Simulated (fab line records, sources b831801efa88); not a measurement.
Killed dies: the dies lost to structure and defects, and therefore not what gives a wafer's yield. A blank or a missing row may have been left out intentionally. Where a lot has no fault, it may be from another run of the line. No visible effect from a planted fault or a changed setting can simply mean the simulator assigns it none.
fab line records | flow sky130
record: lots: 5 | wafers: 15 | last-day: 50
route steps=708 shown LDD_HVP@282 LDD_LDN@289
lots that met no fault: taken from a fault-free run of the same line
start-h: the number of hours between the record's first day and the start of the first shown wafer of the lot | wait-h: hours elapsed since this lot's preceding step | " same as the row above | L1.1+2: one row covering several wafers at once | - no value, or no start was given | * or withheld: withheld | < > ~ a bound
route shown NAME@n: NAME is a module with steps in the file, n the number in the route of the first one | usual: average and standard deviation across the fault-free wafers | same: alike in all rows | chamber/n: place in a boat | sites: readings site by site | _std_site: standard deviation of those values | _edge_site: inner sites' mean taken away from outer sites' mean | radius-mm: for every site, how far away it sits from the centre of the wafer | mask NAME#n: copy n | behind: the tool/chamber that last shaped the wafer | hold: the reason the lot was held/the length of the hold in hours/how it ended | device: whichever transistor did not switch (one of n, p or np) | end of line: tests run on the same wafers once the route is complete | a step given without rows: its recipe and nothing more | killed: count of dies lost to structure and defects at first sort (not the wafer's yield) | map: dies across one wafer; x = killed, . = not, _ = none there
set.NAME: the setting the step ran with; set.NAME@STEP: the setting that earlier step ran with | model.NAME: the simulator's own value behind a step, which no gauge read
lots at some steps of the route; a table a step, a row a wafer
services: from which hour (start-h, from the record's first day; less than 0 if before it) a tool's chamber was out of use, for how many hours, and why
== steps ==
step: SKY_LDD_HVP_EXPOSE_04
recipe: mask-id: HVPTM | na: 0.6 | source-shape: conventional | sigma-outer: 0.6 | polarization: unpolarized | target-cd-nm: 700 | dose-mj: 86
usual: stage-vel-mm-s: 499.95/0.26
same: sigma-outer: 0.6
lot.wafer | tool             | chamber | start-h | wait-h | mask    | stage-vel-mm-s
L075.1    | iline-stepper-02 | 0       | -       | -      | HVPTM#0 | 500.12
L075.2    | "                | 0       | "       | "      | HVPTM#0 | 500.24
L075.3    | "                | 0       | "       | "      | HVPTM#0 | 499.92
L079.2    | iline-stepper-02 | 0       | -       | -      | HVPTM#0 | 500.04
L079.4    | "                | 0       | "       | "      | HVPTM#0 | 499.80
L079.5    | "                | 0       | "       | "      | HVPTM#0 | 499.99
L084.2    | iline-stepper-01 | 0       | -       | -      | HVPTM#0 | 499.96
L084.4    | "                | 0       | "       | "      | HVPTM#0 | 499.58
L084.5    | "                | 0       | "       | "      | HVPTM#0 | 499.80
L087.2    | iline-stepper-01 | 0       | -       | -      | HVPTM#0 | 500.14
L087.3    | "                | 0       | "       | "      | HVPTM#0 | 499.68
L087.5    | "                | 0       | "       | "      | HVPTM#0 | 499.93
L097.2    | iline-stepper-02 | 0       | -       | -      | HVPTM#0 | 499.55
L097.3    | "                | 0       | "       | "      | HVPTM#0 | 499.81
L097.4    | "                | 0       | "       | "      | HVPTM#0 | 499.78
step: SKY_LDD_HVP_PEB_05
recipe: temp-c: withheld | time-s: * | resist: NOVOLAK
usual: resist-line-temp-C: *
same: time-s: *
lot.wafer | tool           | chamber | start-h | wait-h | resist-line-temp-C
L075.1    | litho-track-03 | 0       | -       | -      | *
L075.2    | "              | 0       | "       | "      | *
L075.3    | "              | 0       | "       | "      | *
L079.2    | litho-track-04 | 0       | -       | -      | *
L079.4    | "              | 0       | "       | "      | *
L079.5    | "              | 0       | "       | "      | *
L084.2    | litho-track-04 | 0       | -       | -      | *
L084.4    | "              | 0       | "       | "      | *
L084.5    | "              | 0       | "       | "      | *
L087.2    | litho-track-02 | 0       | -       | -      | *
L087.3    | "              | 0       | "       | "      | *
L087.5    | "              | 0       | "       | "      | *
L097.2    | litho-track-03 | 0       | -       | -      | *
L097.3    | "              | 0       | "       | "      | *
L097.4    | "              | 0       | "       | "      | *
step: SKY_LDD_HVP_DEVELOP_06
recipe: resist: NOVOLAK | developer: TMAH | develop-time-s: 60 | dev-temp-c: 23
usual: resist-line-temp-C: 23.02/0.1
same: develop-time-s: 60
lot.wafer | tool           | chamber | start-h | wait-h | resist-line-temp-C
L075.1    | litho-track-03 | 0       | 483.26  | 0.1    | 23.14
L075.2    | "              | 0       | "       | "      | 22.91
L075.3    | "              | 0       | "       | "      | 23.07
L079.2    | litho-track-04 | 0       | 533.44  | 0.1    | 22.99
L079.4    | "              | 0       | "       | "      | 22.92
L079.5    | "              | 0       | "       | "      | 22.92
L084.2    | litho-track-04 | 0       | 576.69  | 0.1    | 22.95
L084.4    | "              | 0       | "       | "      | 22.85
L084.5    | "              | 0       | "       | "      | 22.96
L087.2    | litho-track-02 | 0       | 601.25  | 0.1    | 22.94
L087.3    | "              | 0       | "       | "      | 23.10
L087.5    | "              | 0       | "       | "      | 22.98
L097.2    | litho-track-03 | 0       | 696.88  | 0.1    | 23.08
L097.3    | "              | 0       | "       | "      | 22.97
L097.4    | "              | 0       | "       | "      | 23.04
step: SKY_LDD_HVP_OVL_MEAS_07
usual: LDD_HVP_OVL: 1.1/1.3
lot.wafer | tool       | chamber | start-h | wait-h | LDD_HVP_OVL[nm]
L075.1    | overlay-02 | -       | 483.41  | 0.1    | 0.8
L075.2    | "          | -       | "       | "      | 2.8
L075.3    | "          | -       | "       | "      | 2.3
L079.2    | overlay-02 | -       | 533.57  | 0.1    | 2.6
L079.4    | "          | -       | "       | "      | 1.1
L079.5    | "          | -       | "       | "      | 1.0
L084.2    | overlay-01 | -       | 576.82  | 0.1    | 2.7
L084.4    | "          | -       | "       | "      | 1.6
L084.5    | "          | -       | "       | "      | 2.9
L087.2    | overlay-02 | -       | 601.38  | 0.1    | 1.9
L087.3    | "          | -       | "       | "      | 2.3
L087.5    | "          | -       | "       | "      | -0.3
L097.2    | overlay-01 | -       | 697.02  | 0.1    | 2.7
L097.3    | "          | -       | "       | "      | 3.9
L097.4    | "          | -       | "       | "      | 2.0
step: SKY_LDD_HVP_IMPLANT_08
recipe: species: B | energy-kev: 20 | dose-cm2: 1.7e+13 | tilt-deg: 17.9
usual: tilt-deg: 17.904/0.019
lot.wafer | tool         | chamber | start-h | wait-h | tilt-deg
L075.1    | implanter-03 | 0       | 483.45  | 0.0    | 17.912
L075.2    | "            | 0       | "       | "      | 17.925
L075.3    | "            | 0       | "       | "      | 17.897
L079.2    | implanter-03 | 0       | 533.62  | 0.0    | 17.892
L079.4    | "            | 0       | "       | "      | 17.866
L079.5    | "            | 0       | "       | "      | 17.902
L084.2    | implanter-04 | 0       | 576.87  | 0.0    | 17.911
L084.4    | "            | 0       | "       | "      | 17.885
L084.5    | "            | 0       | "       | "      | 17.892
L087.2    | implanter-02 | 0       | 601.44  | 0.0    | 17.875
L087.3    | "            | 0       | "       | "      | 17.921
L087.5    | "            | 0       | "       | "      | 17.924
L097.2    | implanter-04 | 0       | 697.07  | 0.0    | 17.895
L097.3    | "            | 0       | "       | "      | 17.890
L097.4    | "            | 0       | "       | "      | 17.893
step: SKY_LDD_HVP_STRIP_09
recipe: chemistry: O2/N2 | power-w: 1400 | pressure-mtorr: 1500 | platen-temp-c: withheld | o2-flow-sccm: 3000 | n2-flow-sccm: 300 | overash-fraction: 0.5
usual: drypump-motor-current-A: 5.5/0.4 | oes-product-au: 0.408/0.0044 | strip-time-to-endpoint-s: 4.132/0.016
same: overash-fraction: 0.5
lot.wafer | tool            | chamber | start-h | wait-h | drypump-motor-current-A | oes-product-au | rf-hours-counter-h | strip-time-to-endpoint-s
L075.1    | plasma-asher-04 | 0       | 483.60  | 0.1    | 6.0                     | 0.407          | 77                 | 4.137
L075.2    | "               | 1       | "       | "      | 5.7                     | 0.408          | 77                 | 4.162
L075.3    | "               | 0       | "       | "      | 6.0                     | 0.407          | -                  | 4.134
L079.2    | plasma-asher-03 | 0       | 533.75  | 0.1    | 5.1                     | 0.406          | 10                 | 4.146
L079.4    | "               | 0       | "       | "      | 5.1                     | 0.408          | -                  | 4.134
L079.5    | "               | 1       | "       | "      | 5.7                     | 0.404          | -                  | 4.122
L084.2    | plasma-asher-01 | 0       | 577.00  | 0.1    | 5.0                     | 0.414          | 47                 | 4.143
L084.4    | "               | 0       | "       | "      | 5.0                     | 0.407          | -                  | 4.147
L084.5    | "               | 1       | "       | "      | 5.8                     | 0.407          | -                  | 4.162
L087.2    | plasma-asher-01 | 1       | 601.56  | 0.1    | 5.8                     | 0.401          | 49                 | 4.098
L087.3    | "               | 0       | "       | "      | 5.0                     | 0.411          | -                  | 4.118
L087.5    | "               | 1       | "       | "      | 5.8                     | 0.407          | -                  | 4.106
L097.2    | plasma-asher-01 | 0       | 697.20  | 0.1    | 5.0                     | 0.413          | 59                 | 4.139
L097.3    | "               | 1       | "       | "      | 5.8                     | 0.405          | -                  | 4.118
L097.4    | "               | 0       | "       | "      | 4.9                     | 0.405          | -                  | 4.132
step: SKY_LDD_HVP_TW_MEAS_10
usual: LDD_HVP_TW: 452/5.9
lot.wafer | tool          | chamber | start-h | wait-h | LDD_HVP_TW
L075.1    | film-metro-02 | -       | 483.70  | 0.1    | 456
L075.2    | "             | -       | "       | "      | 459
L075.3    | "             | -       | "       | "      | 459
L079.2    | film-metro-03 | -       | 533.86  | 0.1    | 455
L079.4    | "             | -       | "       | "      | 456
L079.5    | "             | -       | "       | "      | 456
L084.2    | film-metro-03 | -       | 577.11  | 0.1    | 452
L084.4    | "             | -       | "       | "      | 451
L084.5    | "             | -       | "       | "      | 450
L087.2    | film-metro-01 | -       | 601.67  | 0.1    | 441
L087.3    | "             | -       | "       | "      | 443
L087.5    | "             | -       | "       | "      | 442
L097.2    | film-metro-02 | -       | 697.31  | 0.1    | 456
L097.3    | "             | -       | "       | "      | 460
L097.4    | "             | -       | "       | "      | 459
step: SKY_LDD_LDN_DEHYDRATE_00
recipe: temp-c: 200 | time-s: 60
usual: resist-line-temp-C: 23.00/0.11
same: time-s: 60
lot.wafer | tool           | chamber | start-h | wait-h | resist-line-temp-C
L075.1    | litho-track-01 | 0       | 499.14  | 15.4   | 23.11
L075.2    | "              | 0       | "       | "      | 23.13
L075.3    | "              | 0       | "       | "      | 22.97
L079.2    | litho-track-04 | 0       | 547.74  | 13.9   | 23.17
L079.4    | "              | 0       | "       | "      | 23.06
L079.5    | "              | 0       | "       | "      | 23.04
L084.2    | litho-track-04 | 0       | 591.94  | 14.8   | 22.96
L084.4    | "              | 0       | "       | "      | 22.90
L084.5    | "              | 0       | "       | "      | 22.95
L087.2    | litho-track-01 | 0       | 615.66  | 14.0   | 23.05
L087.3    | "              | 0       | "       | "      | 23.17
L087.5    | "              | 0       | "       | "      | 23.13
L097.2    | litho-track-01 | 0       | 710.21  | 12.9   | 22.93
L097.3    | "              | 0       | "       | "      | 22.86
L097.4    | "              | 0       | "       | "      | 23.14
step: SKY_LDD_LDN_HMDS_01
recipe: prime-time-s: 60 | prime-temp-c: 120
usual: resist-line-temp-C: 23.01/0.12
lot.wafer | tool           | chamber | start-h | wait-h | resist-line-temp-C
L075.1    | litho-track-01 | 0       | 499.29  | 0.1    | 23.10
L075.2    | "              | 0       | "       | "      | 23.18
L075.3    | "              | 0       | "       | "      | 23.23
L079.2    | litho-track-04 | 0       | 547.89  | 0.1    | 23.17
L079.4    | "              | 0       | "       | "      | 23.05
L079.5    | "              | 0       | "       | "      | 23.13
L084.2    | litho-track-04 | 0       | 592.09  | 0.1    | 22.77
L084.4    | "              | 0       | "       | "      | 22.94
L084.5    | "              | 0       | "       | "      | 22.80
L087.2    | litho-track-01 | 0       | 615.81  | 0.1    | 23.05
L087.3    | "              | 0       | "       | "      | 23.33
L087.5    | "              | 0       | "       | "      | 23.00
L097.2    | litho-track-01 | 0       | 710.36  | 0.1    | 22.87
L097.3    | "              | 0       | "       | "      | 22.91
L097.4    | "              | 0       | "       | "      | 23.00
step: SKY_LDD_LDN_COAT_02
recipe: resist: NOVOLAK | spin-rpm: 3000 | resist-thk-nm: 1140
usual: resist-line-temp-C: 23.01/0.1
lot.wafer | tool           | chamber | start-h | wait-h | resist-line-temp-C
L075.1    | litho-track-01 | 0       | 499.44  | 0.1    | 22.93
L075.2    | "              | 0       | "       | "      | 22.97
L075.3    | "              | 0       | "       | "      | 22.95
L079.2    | litho-track-04 | 0       | 548.04  | 0.1    | 23.14
L079.4    | "              | 0       | "       | "      | 23.30
L079.5    | "              | 0       | "       | "      | 23.32
L084.2    | litho-track-04 | 0       | 592.24  | 0.1    | 23.23
L084.4    | "              | 0       | "       | "      | 22.99
L084.5    | "              | 0       | "       | "      | 23.01
L087.2    | litho-track-01 | 0       | 615.96  | 0.1    | 22.98
L087.3    | "              | 0       | "       | "      | 23.11
L087.5    | "              | 0       | "       | "      | 23.01
L097.2    | litho-track-01 | 0       | 710.51  | 0.1    | 22.95
L097.3    | "              | 0       | "       | "      | 23.00
L097.4    | "              | 0       | "       | "      | 22.97
step: SKY_LDD_LDN_SOFTBAKE_03
recipe: temp-c: 90 | time-s: 60 | resist: NOVOLAK
usual: resist-line-temp-C: 22.99/0.1
same: time-s: 60
lot.wafer | tool           | chamber | start-h | wait-h | resist-line-temp-C
L075.1    | litho-track-01 | 0       | 499.59  | 0.1    | 23.06
L075.2    | "              | 0       | "       | "      | 22.94
L075.3    | "              | 0       | "       | "      | 22.86
L079.2    | litho-track-04 | 0       | 548.19  | 0.1    | 22.75
L079.4    | "              | 0       | "       | "      | 22.94
L079.5    | "              | 0       | "       | "      | 22.82
L084.2    | litho-track-04 | 0       | 592.39  | 0.1    | 22.85
L084.4    | "              | 0       | "       | "      | 23.04
L084.5    | "              | 0       | "       | "      | 23.13
L087.2    | litho-track-01 | 0       | 616.11  | 0.1    | 23.01
L087.3    | "              | 0       | "       | "      | 23.06
L087.5    | "              | 0       | "       | "      | 22.99
L097.2    | litho-track-01 | 0       | 710.66  | 0.1    | 23.06
L097.3    | "              | 0       | "       | "      | 23.18
L097.4    | "              | 0       | "       | "      | 23.15
step: SKY_LDD_LDN_EXPOSE_04
recipe: mask-id: LDNTM | na: 0.6 | source-shape: conventional | sigma-outer: 0.6 | polarization: unpolarized | target-cd-nm: 700 | dose-mj: 140
usual: stage-vel-mm-s: 499.99/0.29
same: sigma-outer: 0.6
lot.wafer | tool             | chamber | start-h | wait-h | mask    | stage-vel-mm-s
L075.1    | iline-stepper-02 | 0       | -       | -      | LDNTM#0 | 500.07
L075.2    | "                | 0       | "       | "      | LDNTM#0 | 499.48
L075.3    | "                | 0       | "       | "      | LDNTM#0 | 499.53
L079.2    | iline-stepper-01 | 0       | -       | -      | LDNTM#0 | 500.46
L079.4    | "                | 0       | "       | "      | LDNTM#0 | 500.57
L079.5    | "                | 0       | "       | "      | LDNTM#0 | 500.75
L084.2    | iline-stepper-02 | 0       | -       | -      | LDNTM#0 | 499.96
L084.4    | "                | 0       | "       | "      | LDNTM#0 | 500.18
L084.5    | "                | 0       | "       | "      | LDNTM#0 | 500.00
L087.2    | iline-stepper-01 | 0       | -       | -      | LDNTM#0 | 500.29
L087.3    | "                | 0       | "       | "      | LDNTM#0 | 499.98
L087.5    | "                | 0       | "       | "      | LDNTM#0 | 500.11
L097.2    | iline-stepper-02 | 0       | -       | -      | LDNTM#0 | 500.16
L097.3    | "                | 0       | "       | "      | LDNTM#0 | 500.35
L097.4    | "                | 0       | "       | "      | LDNTM#0 | 500.44
step: SKY_LDD_LDN_PEB_05
recipe: temp-c: withheld | time-s: * | resist: NOVOLAK
usual: resist-line-temp-C: *
same: time-s: *
lot.wafer | tool           | chamber | start-h | wait-h | resist-line-temp-C
L075.1    | litho-track-04 | 0       | -       | -      | *
L075.2    | "              | 0       | "       | "      | *
L075.3    | "              | 0       | "       | "      | *
L079.2    | litho-track-04 | 0       | -       | -      | *
L079.4    | "              | 0       | "       | "      | *
L079.5    | "              | 0       | "       | "      | *
L084.2    | litho-track-01 | 0       | -       | -      | *
L084.4    | "              | 0       | "       | "      | *
L084.5    | "              | 0       | "       | "      | *
L087.2    | litho-track-04 | 0       | -       | -      | *
L087.3    | "              | 0       | "       | "      | *
L087.5    | "              | 0       | "       | "      | *
L097.2    | litho-track-02 | 0       | -       | -      | *
L097.3    | "              | 0       | "       | "      | *
L097.4    | "              | 0       | "       | "      | *
step: SKY_LDD_LDN_DEVELOP_06
recipe: resist: NOVOLAK | developer: TMAH | develop-time-s: 60 | dev-temp-c: 23
usual: resist-line-temp-C: 22.98/0.096
same: develop-time-s: 60
lot.wafer | tool           | chamber | start-h | wait-h | resist-line-temp-C
L075.1    | litho-track-04 | 0       | 514.11  | 0.1    | 22.95
L075.2    | "              | 0       | "       | "      | 23.05
L075.3    | "              | 0       | "       | "      | 23.13
L079.2    | litho-track-04 | 0       | 563.29  | 0.1    | 22.96
L079.4    | "              | 0       | "       | "      | 22.85
L079.5    | "              | 0       | "       | "      | 23.10
L084.2    | litho-track-01 | 0       | 607.01  | 0.1    | 22.97
L084.4    | "              | 0       | "       | "      | 23.01
L084.5    | "              | 0       | "       | "      | 23.01
L087.2    | litho-track-04 | 0       | 630.04  | 0.1    | 23.00
L087.3    | "              | 0       | "       | "      | 22.99
L087.5    | "              | 0       | "       | "      | 22.86
L097.2    | litho-track-02 | 0       | 723.55  | 0.1    | 22.87
L097.3    | "              | 0       | "       | "      | 23.05
L097.4    | "              | 0       | "       | "      | 22.87
step: SKY_LDD_LDN_OVL_MEAS_07
usual: LDD_LDN_OVL: 1.0/1.4
lot.wafer | tool       | chamber | start-h | wait-h | LDD_LDN_OVL[nm]
L075.1    | overlay-01 | -       | 514.26  | 0.1    | 0.2
L075.2    | "          | -       | "       | "      | -0.1
L075.3    | "          | -       | "       | "      | 3.3
L079.2    | overlay-02 | -       | 563.42  | 0.1    | 1.2
L079.4    | "          | -       | "       | "      | 0.5
L079.5    | "          | -       | "       | "      | 1.2
L084.2    | overlay-02 | -       | 607.14  | 0.1    | 1.9
L084.4    | "          | -       | "       | "      | 1.8
L084.5    | "          | -       | "       | "      | 3.0
L087.2    | overlay-01 | -       | 630.17  | 0.1    | 0.9
L087.3    | "          | -       | "       | "      | 1.4
L087.5    | "          | -       | "       | "      | 0.5
L097.2    | overlay-01 | -       | 723.68  | 0.1    | 4.1
L097.3    | "          | -       | "       | "      | 1.8
L097.4    | "          | -       | "       | "      | 2.9
step: SKY_LDD_LDN_IMPLANT_08
recipe: species: As | energy-kev: 15 | dose-cm2: 1.25e+13 | tilt-deg: withheld | rotation-deg: 23
lot.wafer  | tool         | chamber | start-h | wait-h
L075.1+2+3 | implanter-03 | 0       | 514.31  | 0.0
L079.2+4+5 | implanter-04 | 0       | 563.47  | 0.0
L084.2+4+5 | implanter-04 | 0       | 607.20  | 0.0
L087.2+3+5 | implanter-04 | 0       | 630.22  | 0.0
L097.2+3+4 | implanter-04 | 0       | 723.74  | 0.0
== services ==
tool             | chamber | start-h | hours | kind
implanter-03     | -       | 445.17  | 5.9   | repair
iline-stepper-01 | -       | 457.71  | 1.7   | pm
implanter-02     | -       | 459.75  | 7.7   | pm
implanter-04     | -       | 470.66  | 1.2   | repair
implanter-02     | -       | 488.92  | 4.2   | repair
iline-stepper-02 | -       | 492.42  | 0.8   | pm
implanter-04     | -       | 512.64  | 12.1  | repair
implanter-03     | -       | 519.18  | 1.3   | repair
implanter-03     | -       | 535.15  | 2.3   | repair
implanter-03     | -       | 537.57  | 0.8   | repair
implanter-03     | -       | 550.93  | 6.3   | repair
plasma-asher-03  | -       | 558.52  | 2.5   | repair
plasma-asher-04  | -       | 576.53  | 2.8   | repair
implanter-02     | -       | 579.97  | 1.9   | repair
iline-stepper-01 | -       | 589.63  | 0.8   | pm
iline-stepper-02 | -       | 617.42  | 1.7   | pm
implanter-02     | -       | 623.75  | 19.9  | repair
plasma-asher-01  | -       | 625.81  | 5.2   | repair
plasma-asher-03  | -       | 640.19  | 10.2  | repair
implanter-02     | -       | 674.17  | 3.8   | pm
iline-stepper-01 | -       | 675.89  | 1.7   | pm
iline-stepper-01 | -       | 696.25  | 28.7  | repair
implanter-04     | -       | 703.77  | 1.0   | repair
iline-stepper-02 | -       | 715.15  | 0.6   | repair
== key ==
fault none
